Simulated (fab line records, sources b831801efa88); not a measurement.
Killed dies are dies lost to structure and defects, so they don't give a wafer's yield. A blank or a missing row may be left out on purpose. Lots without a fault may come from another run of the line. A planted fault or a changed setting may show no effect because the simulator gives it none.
Which tool did it? | flow sky130 | 24 lots, 72 wafers sampled, at 3 steps of a route of 708

WHAT THE GAUGES READ, wafer by wafer
SKY_CONTACT_BOW_MEAS_05. Usual: CONTACT_BOW 82 um, standard deviation 7.2.
lot  | measured     | on            | CONTACT_BOW (um) | flag
L074 | day 28 04:50 | film_metro-01 | 75 87 61         |
L075 | day 28 06:13 | film_metro-01 | 79 81 74         |
L076 | day 28 07:14 | film_metro-03 | 81 70 82         |
L077 | day 28 08:24 | film_metro-03 | 95 93 85         |
L078 | day 28 22:55 | film_metro-03 | 86 79 92         |
L079 | day 29 09:53 | film_metro-01 | 72 67 93         |
L080 | day 29 07:21 | film_metro-03 | 98 80 92         |
L081 | day 29 22:49 | film_metro-03 | 72 75 71         |
L082 | day 30 08:13 | film_metro-01 | 85 83 87         |
L083 | day 30 11:43 | film_metro-04 | 87 82 79         |
L084 | day 30 10:35 | film_metro-04 | 79 89 86         |
L085 | day 30 20:19 | film_metro-01 | 76 76 83         |
L086 | day 31 04:45 | film_metro-04 | 80 74 83         |
L087 | day 31 12:00 | film_metro-01 | 82 84 73         |
L088 | day 31 14:57 | film_metro-04 | 77 70 75         |
L089 | day 32 02:10 | film_metro-03 | 92 88 75         |
L090 | day 32 16:04 | film_metro-04 | 83 86 86         |
L091 | day 32 21:23 | film_metro-03 | 76 84 79         |
L094 | day 40 15:49 | film_metro-01 | 89 88 70         |
L092 | day 40 19:51 | film_metro-03 | 77 86 90         |
L093 | day 40 21:49 | film_metro-03 | 88 79 78         |
L095 | day 40 22:31 | film_metro-03 | 76 92 80         |
L097 | day 41 01:26 | film_metro-03 | 74 96 77         |
L096 | day 40 23:25 | film_metro-03 | 86 91 73         |

SKY_VIA1_OVL_MEAS_13. Usual: VIA1_OVL 0 nm, standard deviation 5.6.
lot  | measured     | on         | VIA1_OVL (nm) | flag
L074 | day 31 22:46 | overlay-01 | -7 -8 -6      |
L075 | day 31 23:26 | overlay-01 | -5 1 0        |
L076 | day 32 01:47 | overlay-01 | 2 -4 3        |
L077 | day 32 02:26 | overlay-02 | -3 -9 -12     |
L078 | day 32 15:28 | overlay-02 | -2 -4 -2      |
L079 | day 33 01:46 | overlay-01 | -6 -11 2      |
L080 | day 32 23:40 | overlay-01 | 4 2 7         |
L081 | day 33 13:52 | overlay-02 | 0 -5 -11      |
L082 | day 33 22:11 | overlay-02 | 5 3 6         |
L083 | day 34 02:49 | overlay-01 | 0 1 2         |
L084 | day 34 01:41 | overlay-01 | -1 1 -12      |
L085 | day 34 08:02 | overlay-01 | 2 2 -1        |
L086 | day 34 17:34 | overlay-02 | 7 5 7         |
L087 | day 35 01:52 | overlay-02 | 0 7 1         |
L088 | day 35 03:34 | overlay-02 | -2 7 5        |
L089 | day 35 13:40 | overlay-02 | 0 -12 -5      |
L090 | day 36 01:49 | overlay-02 | 0 -4 -2       |
L091 | day 36 08:25 | overlay-01 | 5 1 6         |
L094 | day 43 19:41 | overlay-01 | 4 -5 -6       |
L092 | day 43 23:40 | overlay-01 | 0 -1 1        |
L093 | day 44 01:10 | overlay-02 | 17 7 8        |
L095 | day 44 02:19 | overlay-02 | 8 3 6         |
L097 | day 44 03:40 | overlay-02 | 4 -1 2        |
L096 | day 44 03:01 | overlay-02 | -2 2 3        |

WHICH TOOL RAN EACH LOT (tool, then ch and the chambers of the sampled wafers, then the start)
lot  | SKY_NWELL_STRIP_14
L074 | plasma_asher-04 ch 0,1, day 4 12:47
L075 | plasma_asher-02 ch 0, day 4 18:06
L076 | plasma_asher-02 ch 0,1, day 5 00:37
L077 | plasma_asher-04 ch 0,1, day 5 07:22
L078 | plasma_asher-04 ch 0,1, day 5 13:07
L079 | plasma_asher-02 ch 0,1, day 5 19:13
L080 | plasma_asher-01 ch 0,1, day 6 00:53
L081 | plasma_asher-02 ch 0,1, day 6 06:50
L082 | plasma_asher-04 ch 0,1, day 6 11:13
L083 | plasma_asher-02 ch 1, day 6 13:28
L084 | plasma_asher-02 ch 0,1, day 6 17:12
L085 | plasma_asher-01 ch 0,1, day 6 22:03
L086 | plasma_asher-01 ch 0, day 7 02:00
L087 | plasma_asher-04 ch 0,1, day 7 07:15
L088 | plasma_asher-02 ch 0, day 7 10:13
L089 | plasma_asher-02 ch 0,1, day 7 14:46
L090 | plasma_asher-02 ch 0,1, day 7 18:13
L091 | plasma_asher-02 ch 0,1, day 7 21:01
L094 | plasma_asher-01 ch 0,1, day 13 05:25
L092 | plasma_asher-02 ch 0, day 13 05:52
L093 | plasma_asher-04 ch 0,1, day 13 06:19
L095 | plasma_asher-02 ch 0,1, day 13 06:46
L097 | plasma_asher-04 ch 0, day 13 07:13
L096 | plasma_asher-01 ch 0, day 13 07:16
- SKY_NWELL_STRIP_14: strips in O2/N2.

WHAT THE TOOLS THEMSELVES READ (means of the sampled wafers that have a number; where no wafer has one, the mark that the record gives instead)
SKY_NWELL_STRIP_14. Usual: drypump_motor_current_A 5.83 A, standard deviation 0.25; o2_flow_sccm 3000 sccm, standard deviation 9.1; oes_product_au 0.722 a.u., standard deviation 0.0043; strip_time_to_endpoint_s 36.87 s, standard deviation 0.096.
lot  | tool            | drypump_motor_current_A (A) | o2_flow_sccm (sccm) | oes_product_au (a.u.) | strip_time_to_endpoint_s (s) | flag
L074 | plasma_asher-04 | 5.79                        | 3007                | 0.721                 | 36.84                        |
L075 | plasma_asher-02 | 5.94                        | 3009                | 0.725                 | 36.78                        |
L076 | plasma_asher-02 | 5.95                        | 3006                | 0.721                 | 36.73                        |
L077 | plasma_asher-04 | 5.67                        | 3001                | 0.724                 | 36.80                        |
L078 | plasma_asher-04 | 5.79                        | 3003                | 0.723                 | 36.95                        |
L079 | plasma_asher-02 | 5.97                        | 3009                | 0.720                 | 36.89                        |
L080 | plasma_asher-01 | 5.50                        | 2994                | 0.722                 | 36.81                        |
L081 | plasma_asher-02 | 5.98                        | 2998                | 0.724                 | 36.85                        |
L082 | plasma_asher-04 | 5.66                        | 2999                | 0.728                 | 36.97                        |
L083 | plasma_asher-02 | 5.98                        | 2992                | 0.724                 | 36.71                        |
L084 | plasma_asher-02 | 5.96                        | 3000                | 0.724                 | 36.84                        |
L085 | plasma_asher-01 | 5.78                        | 3001                | 0.720                 | 36.79                        |
L086 | plasma_asher-01 | 5.23                        | 3001                | 0.722                 | 36.89                        |
L087 | plasma_asher-04 | 5.77                        | 2995                | 0.722                 | 36.85                        |
L088 | plasma_asher-02 | 5.97                        | 2999                | 0.724                 | 36.88                        |
L089 | plasma_asher-02 | 5.96                        | 3005                | 0.722                 | 36.81                        |
L090 | plasma_asher-02 | 5.98                        | 2997                | 0.721                 | 36.90                        |
L091 | plasma_asher-02 | 6.00                        | 3004                | 0.722                 | 36.97                        |
L094 | plasma_asher-01 | 5.78                        | 3008                | 0.721                 | 36.81                        |
L092 | plasma_asher-02 | 5.97                        | 3010                | 0.722                 | 36.99                        |
L093 | plasma_asher-04 | 5.78                        | 3000                | 0.720                 | 37.00                        |
L095 | plasma_asher-02 | 5.96                        | 3006                | 0.725                 | 36.89                        |
L097 | plasma_asher-04 | 5.56                        | 3010                | 0.720                 | 36.75                        |
L096 | plasma_asher-01 | 5.26                        | 3001                | 0.724                 | 36.99                        |

THE ANSWER, worked out from the rows above alone
Rule: a lot is off if the mean of its wafers that have a number lies more than 3 standard deviations from the usual mean. A lot without any number at a reading at which 4 lots or more have one is off too. The other lots that the step has rows for count as sound. The gauges are gone through in route order, then the tools' own readings, and for those a lot's mean is taken as printed above. The first step at which some lot is off is used, and at that step the reading that is off furthest; a lot without a number counts as furthest.
No lot is off at any reading shown: from this, nothing can be told.

WHAT THE SIMULATOR HAD PUT IN
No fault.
